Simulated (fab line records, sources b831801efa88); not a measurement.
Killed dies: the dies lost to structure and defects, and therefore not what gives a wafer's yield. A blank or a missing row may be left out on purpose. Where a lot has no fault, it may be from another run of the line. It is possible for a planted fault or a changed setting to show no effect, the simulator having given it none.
What tool caused it? / flow gf180mcu / Sampling: 13 lots, 39 wafers, 2 of 602 route steps

== WHAT THE GAUGES SHOWED, per wafer ==
GF_M5_OVL_MEAS_08. Usual: M5_OVL gives -6 nm (standard deviation 5.6).
lot=L204; measured=day 27 00:16; on=overlay-02; M5_OVL (nm)=-9 0 0; flag=
lot=L205; measured=day 27 00:47; on=overlay-02; M5_OVL (nm)=-6 -9 -9; flag=
lot=L206; measured=day 27 09:25; on=overlay-01; M5_OVL (nm)=-6 -6 -7; flag=
lot=L207; measured=day 27 21:53; on=overlay-02; M5_OVL (nm)=-2 -5 -9; flag=
lot=L208; measured=day 28 02:35; on=overlay-02; M5_OVL (nm)=-4 -4 -1; flag=
lot=L211; measured=day 28 22:49; on=overlay-02; M5_OVL (nm)=-16 -13 -15; flag=
lot=L217; measured=day 30 18:24; on=overlay-01; M5_OVL (nm)=4 -6 5; flag=
lot=L218; measured=day 30 23:44; on=overlay-02; M5_OVL (nm)=-3 -2 -8; flag=
lot=L220; measured=day 31 11:27; on=overlay-01; M5_OVL (nm)=-10 -8 -4; flag=
lot=L221; measured=day 32 01:55; on=overlay-02; M5_OVL (nm)=-3 -11 -5; flag=
lot=L222; measured=day 32 06:19; on=overlay-02; M5_OVL (nm)=-7 -9 -7; flag=
lot=L223; measured=day 32 06:36; on=overlay-01; M5_OVL (nm)=-1 1 -3; flag=
lot=L225; measured=day 32 16:04; on=overlay-01; M5_OVL (nm)=-10 -15 -7; flag=

GF_V5_THK_MEAS_01. Usual: V5_CVD_00_THK gives 300.3 nm (standard deviation 2.8).
lot=L204; measured=day 27 01:21; on=filmMetro-01; V5_CVD_00_THK (nm)=295.3 296.0 297.5; flag=
lot=L205; measured=day 27 01:38; on=filmMetro-02; V5_CVD_00_THK (nm)=303.7 302.7 302.7; flag=
lot=L206; measured=day 27 10:35; on=filmMetro-01; V5_CVD_00_THK (nm)=297.4 302.5 299.1; flag=
lot=L207; measured=day 27 22:44; on=filmMetro-02; V5_CVD_00_THK (nm)=303.1 303.3 306.6; flag=
lot=L208; measured=day 28 03:21; on=filmMetro-01; V5_CVD_00_THK (nm)=304.6 305.6 304.6; flag=
lot=L211; measured=day 28 23:37; on=filmMetro-02; V5_CVD_00_THK (nm)=301.3 299.0 299.6; flag=
lot=L217; measured=day 30 19:11; on=filmMetro-02; V5_CVD_00_THK (nm)=299.7 298.1 303.1; flag=
lot=L218; measured=day 31 00:30; on=filmMetro-01; V5_CVD_00_THK (nm)=299.3 301.3 294.5; flag=
lot=L220; measured=day 31 12:14; on=filmMetro-01; V5_CVD_00_THK (nm)=299.1 297.2 297.6; flag=
lot=L221; measured=day 32 02:40; on=filmMetro-02; V5_CVD_00_THK (nm)=300.7 305.3 302.3; flag=
lot=L222; measured=day 32 07:08; on=filmMetro-03; V5_CVD_00_THK (nm)=299.6 299.9 303.9; flag=
lot=L223; measured=day 32 07:22; on=filmMetro-03; V5_CVD_00_THK (nm)=296.6 301.6 300.4; flag=
lot=L225; measured=day 32 16:50; on=filmMetro-03; V5_CVD_00_THK (nm)=300.0 299.6 299.8; flag=

== WHICH TOOL RAN EACH LOT (tool, then ch and the chambers of the sampled wafers, then the start) ==
No process step before these readings appears in the record.

== AS READ BY THE TOOLS THEMSELVES (means over the sampled wafers that have a number; for cases with no such wafer, the mark the record gives instead) ==
The record holds no such reading with a usual standard deviation.

== THE ANSWER, worked out from the rows above alone ==
Rule: lot off if the mean of its wafers having a number is beyond 3 standard deviations from the usual mean. Also off: a lot with no number at a reading for which 4 or more lots have one. Where the step has rows for the other lots, those lots are counted as sound. After the gauges, taken in route order, come the tools' own readings; for these a lot's mean is taken, as printed above. At the first step where some lot is off, the reading lying furthest off is the one used; lots without a number count as furthest.
No lot is off at any reading shown: from this, nothing can be told.

== WHAT THE SIMULATOR HAD INSERTED ==
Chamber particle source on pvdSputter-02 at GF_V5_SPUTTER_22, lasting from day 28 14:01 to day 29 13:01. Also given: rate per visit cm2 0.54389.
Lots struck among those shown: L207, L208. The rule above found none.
